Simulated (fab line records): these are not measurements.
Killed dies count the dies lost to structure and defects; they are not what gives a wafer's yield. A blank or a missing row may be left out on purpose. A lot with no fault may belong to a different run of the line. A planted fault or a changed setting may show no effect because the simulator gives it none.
Which tool was responsible? | flow sky130 | 30 wafers from 10 lots sampled at 6 of the route's 708 steps

WHAT EACH GAUGE READ, for each wafer
SKY_NWELL_TW_MEAS_15. Usual: NWELL_TW typically reads 1815, with standard deviation 15.
lot  | measured     | on            | NWELL_TW       | flag
L873 | day 5 13:14  | film-metro-01 | 1817 1814 1816 |
L874 | day 5 19:19  | film-metro-02 | 1793 1795 1799 |
L875 | day 6 00:59  | film-metro-02 | 1815 1816 1807 |
L882 | day 7 07:21  | film-metro-02 | 1801 1802 1800 |
L883 | day 7 10:19  | film-metro-01 | 1799 1795 1804 |
L885 | day 7 18:19  | film-metro-02 | 1808 1803 1805 |
L886 | day 7 21:07  | film-metro-03 | 1837 1831 1836 |
L887 | day 13 05:59 | film-metro-02 | 1802 1807 1800 |
L888 | day 13 06:26 | film-metro-03 | 1840 1843 1841 |
L891 | day 13 07:22 | film-metro-01 | 1799 1810 1808 |

SKY_VT_ADJUST_PCH_TW_MEAS_10. Usual: VT_ADJUST_PCH_TW typically reads 141.8, with standard deviation 0.9.
lot  | measured     | on            | VT_ADJUST_PCH_TW              | flag
L873 | day 9 17:27  | film-metro-02 | 29.8 29.8 29.8 29.9 29.9 29.7 | OFF
L874 | day 9 20:56  | film-metro-01 | 29.8 29.7 29.7 29.9 29.7 29.6 | OFF
L875 | day 10 02:33 | film-metro-01 | 141.6 141.2 141.6             |
L882 | day 11 16:36 | film-metro-02 | 141.5 142.0 141.4             |
L883 | day 11 20:27 | film-metro-04 | 141.9 141.0 141.0             |
L885 | day 12 15:18 | film-metro-02 | 142.2 142.9 142.1             |
L886 | day 12 18:17 | film-metro-02 | 142.0 142.2 143.0             |
L887 | day 21 10:18 | film-metro-02 | 141.7 142.0 142.2             |
L888 | day 21 10:37 | film-metro-04 | 142.0 140.7 141.7             |
L891 | day 21 11:40 | film-metro-04 | 141.1 142.1 142.0             |

SKY_SONOS_TUNNEL_CD_MEAS_07: the cd target is 410 nm. Usual: 409.4 nm for cd-nm, sd 2.1.
lot  | measured     | on        | cd-nm (nm)        | flag
L875 | day 10 18:37 | cd-sem-02 | 409.3 409.4 408.8 |
L882 | day 12 15:35 | cd-sem-01 | 407.6 406.3 406.6 |
L883 | day 12 20:14 | cd-sem-01 | 409.4 405.9 407.3 |
L885 | day 13 15:25 | cd-sem-02 | 409.6 411.9 406.8 |
L886 | day 13 17:37 | cd-sem-01 | 410.0 411.4 412.5 |
L887 | day 22 16:47 | cd-sem-01 | 408.1 410.6 409.9 |
L888 | day 22 16:58 | cd-sem-01 | 408.6 409.2 410.3 |
L891 | day 22 17:16 | cd-sem-02 | 412.9 413.7 413.5 |

WHAT TOOL EACH LOT RAN ON (gives the tool, then ch and the chambers of the sampled wafers, and finally the start)
lot  | SKY_NWELL_STRIP_25                   | SKY_VT_ADJUST_HVTR_STRIP_10          | SKY_VT_ADJUST_PCH_STRIP_09
L873 | plasma-asher-02 ch 0,1, day 6 05:03  | plasma-asher-04 ch 0,1, day 8 20:11  | plasma-asher-02 ch 1, day 9 17:17
L874 | plasma-asher-01 ch 1, day 6 11:14    | plasma-asher-01 ch 1, day 8 22:28    | plasma-asher-02 ch 0,1, day 9 20:50
L875 | plasma-asher-01 ch 0,1, day 6 16:05  | plasma-asher-02 ch 0,1, day 9 08:59  | plasma-asher-02 ch 0,1, day 10 02:27
L882 | plasma-asher-04 ch 0,1, day 7 19:51  | plasma-asher-01 ch 0,1, day 10 19:07 | plasma-asher-02 ch 0,1, day 11 16:30
L883 | plasma-asher-04 ch 0,1, day 7 22:43  | plasma-asher-02 ch 0,1, day 10 23:17 | plasma-asher-03 ch 1, day 11 20:21
L885 | plasma-asher-01 ch 0,1, day 8 05:52  | plasma-asher-04 ch 0,1, day 11 16:16 | plasma-asher-03 ch 0,1, day 12 15:12
L886 | plasma-asher-02 ch 1, day 8 08:45    | plasma-asher-01 ch 0, day 11 18:28   | plasma-asher-04 ch 1, day 12 18:11
L887 | plasma-asher-01 ch 0,1, day 14 06:21 | plasma-asher-04 ch 0,1, day 20 04:05 | plasma-asher-02 ch 0,1, day 21 10:11
L888 | plasma-asher-02 ch 0, day 14 06:42   | plasma-asher-01 ch 1, day 20 04:14   | plasma-asher-04 ch 0,1, day 21 10:30
L891 | plasma-asher-02 ch 0,1, day 14 08:00 | plasma-asher-04 ch 0,1, day 20 05:47 | plasma-asher-03 ch 0, day 21 11:33
- SKY_NWELL_STRIP_25: strips in O2/N2.
- SKY_VT_ADJUST_HVTR_STRIP_10: strips in O2/N2.
- SKY_VT_ADJUST_PCH_STRIP_09: strips in O2/N2.

WHAT THE TOOLS THEMSELVES READ (means of the sampled wafers that have a number; where no wafer has one, the mark that the record gives instead)
SKY_NWELL_STRIP_25. Usual: chamber-pressure-mTorr 1500.0 mTorr, standard deviation 1.4; drypump-motor-current-A 5.79 A, standard deviation 0.3; n2-flow-sccm 299.9 sccm, standard deviation 0.87; oes-product-au 0.723 a.u., standard deviation 0.004; strip-time-to-endpoint-s 36.93 s, standard deviation 0.077.
lot  | tool            | chamber-pressure-mTorr (mTorr) | drypump-motor-current-A (A) | n2-flow-sccm (sccm) | oes-product-au (a.u.) | strip-time-to-endpoint-s (s) | flag
L873 | plasma-asher-02 | 1498.6                         | 5.98                        | 300.6               | 0.720                 | 36.83                        |
L874 | plasma-asher-01 | 1499.9                         | 6.05                        | 299.9               | 0.722                 | 36.92                        |
L875 | plasma-asher-01 | 1500.2                         | 5.77                        | 300.6               | 0.724                 | 36.86                        |
L882 | plasma-asher-04 | 1500.1                         | 5.67                        | 300.7               | 0.722                 | 36.85                        |
L883 | plasma-asher-04 | 1501.8                         | 5.65                        | 300.1               | 0.725                 | 36.94                        |
L885 | plasma-asher-01 | 1498.6                         | 5.50                        | 301.1               | 0.724                 | 36.96                        |
L886 | plasma-asher-02 | 1499.7                         | 5.98                        | 299.3               | 0.719                 | 36.96                        |
L887 | plasma-asher-01 | 1500.4                         | 5.79                        | 300.3               | 0.723                 | 36.99                        |
L888 | plasma-asher-02 | 1500.6                         | 5.97                        | 299.7               | 0.722                 | 36.98                        |
L891 | plasma-asher-02 | 1500.8                         | 5.97                        | 300.2               | 0.725                 | 36.92                        |

SKY_VT_ADJUST_HVTR_STRIP_10. Usual: chamber-pressure-mTorr 1499.9 mTorr, standard deviation 1.3; drypump-motor-current-A 5.8 A, standard deviation 0.32; n2-flow-sccm 300.0 sccm, standard deviation 0.93; oes-product-au 0.715 a.u., standard deviation 0.0047; strip-time-to-endpoint-s 14.18 s, standard deviation 0.042.
lot  | tool            | chamber-pressure-mTorr (mTorr) | drypump-motor-current-A (A) | n2-flow-sccm (sccm) | oes-product-au (a.u.) | strip-time-to-endpoint-s (s) | flag
L873 | plasma-asher-04 | -                              | -                           | -                   | -                     | -                            | OFF
L874 | plasma-asher-01 | -                              | -                           | -                   | -                     | -                            | OFF
L875 | plasma-asher-02 | 1500.3                         | 6.0                         | 300.0               | 0.714                 | 14.10                        |
L882 | plasma-asher-01 | 1499.6                         | 5.8                         | 300.0               | 0.714                 | 14.14                        |
L883 | plasma-asher-02 | 1499.5                         | 6.0                         | 298.8               | 0.715                 | 14.20                        |
L885 | plasma-asher-04 | 1499.8                         | 5.6                         | 300.1               | 0.712                 | 14.13                        |
L886 | plasma-asher-01 | 1500.7                         | 5.3                         | 300.6               | 0.715                 | 14.17                        |
L887 | plasma-asher-04 | 1500.1                         | 5.7                         | 298.7               | 0.710                 | 14.13                        |
L888 | plasma-asher-01 | 1500.9                         | 6.1                         | 299.8               | 0.712                 | 14.19                        |
L891 | plasma-asher-04 | 1499.2                         | 5.7                         | 299.9               | 0.715                 | 14.22                        |

SKY_VT_ADJUST_PCH_STRIP_09. Usual: chamber-pressure-mTorr 1499.9 mTorr, standard deviation 1.3; drypump-motor-current-A 5.92 A, standard deviation 0.17; n2-flow-sccm 300.1 sccm, standard deviation 0.92; oes-product-au 0.722 a.u., standard deviation 0.0046; strip-time-to-endpoint-s 36.92 s, standard deviation 0.1.
lot  | tool            | chamber-pressure-mTorr (mTorr) | drypump-motor-current-A (A) | n2-flow-sccm (sccm) | oes-product-au (a.u.) | strip-time-to-endpoint-s (s) | flag
L873 | plasma-asher-02 | 1498.7                         | 5.99                        | 300.3               | 0.725                 | 54.01                        | OFF
L874 | plasma-asher-02 | 1499.8                         | 5.99                        | 300.6               | 0.727                 | 53.77                        | OFF
L875 | plasma-asher-02 | 1500.1                         | 5.96                        | 300.0               | 0.725                 | 36.92                        |
L882 | plasma-asher-02 | 1500.2                         | 5.98                        | 300.5               | 0.716                 | 36.78                        |
L883 | plasma-asher-03 | 1500.1                         | 6.17                        | 299.7               | 0.723                 | 37.02                        |
L885 | plasma-asher-03 | 1500.2                         | 5.94                        | 300.0               | 0.724                 | 36.84                        |
L886 | plasma-asher-04 | 1500.4                         | 5.89                        | 300.1               | 0.723                 | 36.93                        |
L887 | plasma-asher-02 | 1500.0                         | 5.97                        | 299.9               | 0.721                 | 36.88                        |
L888 | plasma-asher-04 | 1500.8                         | 5.68                        | 300.3               | 0.727                 | 37.05                        |
L891 | plasma-asher-03 | 1500.6                         | 5.84                        | 299.9               | 0.721                 | 36.91                        |

THE ANSWER, worked out from the rows above alone
Rule: a lot is off if the mean of its wafers that have a number lies more than 3 standard deviations from the usual mean. Also off: a lot with no number at a reading for which 4 or more lots have one. The other lots that the step has rows for count as sound. The gauges are gone through in route order, then the tools' own readings, and for those a lot's mean is taken as printed above. The first step at which some lot is off is used, and at that step the reading that is off furthest; a lot without a number counts as furthest.
Off: at SKY_VT_ADJUST_PCH_TW_MEAS_10 (VT_ADJUST_PCH_TW), L873, L874.
A tool fits if, at a process step before that reading, it ran every lot that is off, and no sound lot after the first of them. The gauges at SKY_VT_ADJUST_PCH_TW_MEAS_10 aren't tried: what is off there is off at SKY_VT_ADJUST_HVTR_STRIP_10 too, on other tools, and a gauge's error can't cause that. Of those tried, none fits.

WHAT THE SIMULATOR HAD INSERTED
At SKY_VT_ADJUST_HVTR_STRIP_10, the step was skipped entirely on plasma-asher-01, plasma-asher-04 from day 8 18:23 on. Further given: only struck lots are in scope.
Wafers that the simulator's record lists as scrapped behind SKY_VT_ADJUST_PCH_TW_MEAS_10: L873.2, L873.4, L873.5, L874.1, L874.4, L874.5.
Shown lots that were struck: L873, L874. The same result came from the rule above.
